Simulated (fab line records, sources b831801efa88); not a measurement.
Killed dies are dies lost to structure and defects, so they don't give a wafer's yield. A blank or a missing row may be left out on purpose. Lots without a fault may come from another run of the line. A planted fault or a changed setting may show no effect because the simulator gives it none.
Which tool did it? | flow gf180mcu | 10 lots, 29 wafers sampled, at 7 steps of a route of 602

WHAT THE GAUGES READ, wafer by wafer
GF_MIM_RS_MEAS_10: measures by four-point-probe.
lot  | measured     | on            | MIM_ALCU_RS (ohm/sq)
L491 | day 24 17:45 | film_metro-01 | 0.1635 0.1613 0.1630
L494 | day 25 17:35 | film_metro-01 | 0.1625 0.1637 0.1630
L497 | day 26 16:35 | film_metro-01 | 0.1602 0.1576 0.1606
L499 | day 27 06:04 | film_metro-03 | 0.1624 0.1643 0.1671
L498 | day 27 07:34 | film_metro-03 | 0.1618 0.1611 0.1630
L500 | day 27 13:34 | film_metro-01 | 0.1621 0.1600 0.1955 0.1626 0.1604 0.1956
L502 | day 28 00:43 | film_metro-01 | 0.1642 0.1906 0.1639 0.1910
L511 | day 30 13:56 | film_metro-02 | 0.1594 0.1618 0.1612
L512 | day 30 20:11 | film_metro-01 | 0.1621 0.1607 0.1598
L514 | day 31 09:43 | film_metro-03 | 0.1607 0.1606 0.1595

GF_MIM_THK_MEAS_11: measures by xrf.
lot  | measured     | on            | MIM_ALCU_THK (nm)
L491 | day 24 17:51 | film_metro-01 | 194.5 197.4 194.6
L494 | day 25 17:43 | film_metro-01 | 195.6 193.5 195.4
L497 | day 26 16:42 | film_metro-01 | 197.6 203.6 198.4
L499 | day 27 06:11 | film_metro-03 | 194.5 193.9 189.2
L498 | day 27 07:41 | film_metro-03 | 195.2 196.2 194.0
L500 | day 27 18:14 | film_metro-01 | 197.5 197.9 162.6 193.5 197.2 163.3
L502 | day 28 02:47 | film_metro-03 | 193.5 168.5 193.9 167.9
L511 | day 30 14:02 | film_metro-02 | 199.2 195.1 196.8
L512 | day 30 20:19 | film_metro-01 | 195.3 195.5 198.7
L514 | day 31 09:49 | film_metro-03 | 198.1 198.4 199.0

GF_V5_BOW_MEAS_05.
lot  | measured     | on            | V5_BOW (um)
L491 | day 26 14:19 | film_metro-04 | 139 146 143
L494 | day 27 12:07 | film_metro-04 | 142 131 137
L497 | day 28 10:46 | film_metro-01 | 142 136 140
L499 | day 28 22:23 | film_metro-02 | 134 134 127
L498 | day 29 00:43 | film_metro-04 | 138 138 143
L500 | day 29 06:08 | film_metro-02 | 155 163 162
L502 | day 29 17:26 | film_metro-02 | 138 136
L511 | day 32 02:38 | film_metro-04 | 146 131 138
L512 | day 32 08:53 | film_metro-01 | 117 134 122
L514 | day 32 21:33 | film_metro-01 | 141 145 153

WHICH TOOL RAN EACH LOT (tool, then ch and the chambers of the sampled wafers, then the start)
lot  | GF_M4_SPUTTER_03             | GF_MIM_SPUTTER_08            | GF_MIM_METAL_ETCH_19              | GF_V5_CVD_02
L491 | pvd_sputter-03, day 22 17:35 | pvd_sputter-03, day 24 17:40 | rie_metal-02 ch 0,1, day 25 15:28 | pecvd-03 ch 0,1,2, day 26 13:49
L494 | pvd_sputter-04, day 23 18:59 | pvd_sputter-03, day 25 17:32 | rie_metal-04 ch 0, day 26 14:20   | pecvd-03 ch 0,1, day 27 11:39
L497 | pvd_sputter-03, day 24 19:26 | pvd_sputter-03, day 26 16:31 | rie_metal-03 ch 0,1, day 27 13:23 | pecvd-03 ch 0,2, day 28 10:17
L499 | pvd_sputter-03, day 25 09:29 | pvd_sputter-03, day 27 06:00 | rie_metal-02 ch 0,1, day 28 01:29 | pecvd-03 ch 1,2, day 28 21:55
L498 | pvd_sputter-01, day 25 11:22 | pvd_sputter-03, day 27 07:31 | rie_metal-03 ch 1, day 28 03:31   | pecvd-03 ch 0,1, day 29 00:15
L500 | pvd_sputter-01, day 25 17:02 | pvd_sputter-03, day 27 13:29 | rie_metal-04 ch 0,1, day 28 08:47 | pecvd-04 ch 0,1,2, day 29 05:40
L502 | pvd_sputter-04, day 26 05:13 | pvd_sputter-03, day 28 00:38 | rie_metal-04 ch 1, day 28 19:58   | pecvd-02 ch 2, day 29 16:56
L511 | pvd_sputter-04, day 28 20:38 | pvd_sputter-03, day 30 13:51 | rie_metal-02 ch 0, day 31 07:31   | pecvd-02 ch 0,2, day 32 02:08
L512 | pvd_sputter-03, day 29 03:20 | pvd_sputter-01, day 30 20:08 | rie_metal-02 ch 0, day 31 14:19   | pecvd-04 ch 0,1, day 32 08:22
L514 | pvd_sputter-01, day 29 17:49 | pvd_sputter-03, day 31 09:37 | rie_metal-03 ch 0,1, day 32 02:41 | pecvd-03 ch 1,2, day 32 21:02
- GF_M4_SPUTTER_03: material Ti, target thk 10 nm, time 6.7 s.
- GF_MIM_SPUTTER_08: material AlCu, target thk 200 nm, time 10.6 s.
- GF_MIM_METAL_ETCH_19: etches the open film in Cl2/BCl3, stops on Si3N4, target depth 324.5 nm, time 54.1 s.
- GF_V5_CVD_02: deposits SiO2 from TEOS, target thk 1450 nm, time 163.28 s.

WHAT THE TOOLS THEMSELVES READ (means of the sampled wafers that have a number; where no wafer has one, the mark that the record gives instead)
GF_M4_SPUTTER_03.
lot  | tool           | chamber_pressure_pa (Pa) | throttle_valve_pct (%)
L491 | pvd_sputter-03 | 0.2999                   | 29.8
L494 | pvd_sputter-04 | 0.3003                   | 29.4
L497 | pvd_sputter-03 | 0.3001                   | 31.1
L499 | pvd_sputter-03 | 0.2999                   | 29.6
L498 | pvd_sputter-01 | 0.3004                   | 30.0
L500 | pvd_sputter-01 | 0.3003                   | 30.2
L502 | pvd_sputter-04 | 0.2996                   | 29.7
L511 | pvd_sputter-04 | 0.2995                   | 30.1
L512 | pvd_sputter-03 | 0.2998                   | 30.7
L514 | pvd_sputter-01 | 0.2999                   | 30.3

GF_MIM_SPUTTER_08.
lot  | tool           | chamber_pressure_pa (Pa) | throttle_valve_pct (%)
L491 | pvd_sputter-03 | 0.4009                   | 28.7
L494 | pvd_sputter-03 | 0.3997                   | 30.4
L497 | pvd_sputter-03 | 0.4006                   | 30.9
L499 | pvd_sputter-03 | 0.4003                   | 30.8
L498 | pvd_sputter-03 | 0.3993                   | 29.7
L500 | pvd_sputter-03 | 0.4001                   | 31.0
L502 | pvd_sputter-03 | 0.3985                   | 29.5
L511 | pvd_sputter-03 | 0.3996                   | 30.1
L512 | pvd_sputter-01 | 0.4007                   | 29.9
L514 | pvd_sputter-03 | 0.4003                   | 30.7

GF_MIM_METAL_ETCH_19.
lot  | tool         | drypump_motor_current_A (A) | oes_product_au (a.u.) | throttle_valve_pct (%)
L491 | rie_metal-02 | 5.70                        | 0.936                 | 28.290
L494 | rie_metal-04 | 6.14                        | 0.935                 | 28.282
L497 | rie_metal-03 | 5.55                        | 0.944                 | 28.275
L499 | rie_metal-02 | 5.72                        | 0.934                 | 28.295
L498 | rie_metal-03 | 5.53                        | 0.937                 | 28.292
L500 | rie_metal-04 | 5.67                        | 0.924                 | 28.312
L502 | rie_metal-04 | 5.42                        | 0.912                 | 28.309
L511 | rie_metal-02 | 5.66                        | 0.940                 | 28.290
L512 | rie_metal-02 | 5.66                        | 0.936                 | 28.287
L514 | rie_metal-03 | 5.56                        | 0.937                 | 28.289

GF_V5_CVD_02.
lot  | tool     | heater_power_w (W)
L491 | pecvd-03 | 698
L494 | pecvd-03 | 581
L497 | pecvd-03 | 703
L499 | pecvd-03 | 701
L498 | pecvd-03 | 635
L500 | pecvd-04 | 609
L502 | pecvd-02 | 592
L511 | pecvd-02 | 603
L512 | pecvd-04 | 600
L514 | pecvd-03 | 666

THE ANSWER, worked out from the rows above alone
Rule: what is usual is taken from the lots themselves. Put in order of their means at a reading, lots are off if they are a third of the lots or fewer, leave a main group of 4 or more, and stand apart from it by a gap of 3 or more times the standard deviation of the main group's means; of several such gaps the widest counts. A main group whose means are all the same, to the digits that the tables above print for the reading, isn't used. A lot without any number at a reading at which 4 lots or more have one is off too. The other lots that the step has rows for count as sound. The gauges are gone through in route order, then the tools' own readings, and for those a lot's mean is taken as printed above. The first step at which some lot is off is used, and at that step the reading that is off furthest; a lot without a number counts as furthest.
Off: L500, L502, at GF_MIM_RS_MEAS_10 (MIM_ALCU_RS). The main group: mean 0.1617 ohm/sq, standard deviation 0.0016.
A tool fits if, at a process step before that reading, it ran every lot that is off, and no sound lot after the first of them. The gauges at GF_MIM_RS_MEAS_10 aren't tried: what is off there is off at GF_MIM_METAL_ETCH_19 too, on other tools, and a gauge's error can't cause that. None of those tried fits.

WHAT THE SIMULATOR HAD PUT IN
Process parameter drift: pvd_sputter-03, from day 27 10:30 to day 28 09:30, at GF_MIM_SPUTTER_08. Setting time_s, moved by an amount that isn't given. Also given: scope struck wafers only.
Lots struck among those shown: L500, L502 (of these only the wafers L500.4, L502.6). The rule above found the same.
